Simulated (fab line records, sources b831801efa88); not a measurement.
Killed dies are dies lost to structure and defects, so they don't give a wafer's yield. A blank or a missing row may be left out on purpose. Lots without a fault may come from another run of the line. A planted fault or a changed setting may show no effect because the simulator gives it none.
Which tool did it? | flow gf180mcu | 6 lots, 18 wafers sampled, at 1 step of a route of 602

WHAT THE GAUGES READ, wafer by wafer
GF_MVPSD_TW_MEAS_11.
lot  | measured     | on            | MVPSD_TW
L127 | day 5 06:51  | film_metro-04 | 554 558 558
L130 | day 6 01:31  | film_metro-03 | 550 548 550
L134 | day 6 23:51  | film_metro-04 | 555 556 556
L142 | day 8 21:01  | film_metro-04 | 563 565 561
L145 | day 9 18:55  | film_metro-03 | 550 551 550
L147 | day 10 06:18 | film_metro-03 | 553 556 556

WHICH TOOL RAN EACH LOT (tool, then ch and the chambers of the sampled wafers, then the start)
The record holds no process step before these readings.

THE ANSWER, worked out from the rows above alone
Rule: what is usual is taken from the lots themselves. Put in order of their means at a reading, lots are off if they are a third of the lots or fewer, leave a main group of 4 or more, and stand apart from it by a gap of 3 or more times the standard deviation of the main group's means; of several such gaps the widest counts. A main group whose means are all the same, to the digits that the tables above print for the reading, isn't used. A lot without any number at a reading at which 4 lots or more have one is off too. The other lots that the step has rows for count as sound.
No lot is off at any reading shown: from this, nothing can be told.

WHAT THE SIMULATOR HAD PUT IN
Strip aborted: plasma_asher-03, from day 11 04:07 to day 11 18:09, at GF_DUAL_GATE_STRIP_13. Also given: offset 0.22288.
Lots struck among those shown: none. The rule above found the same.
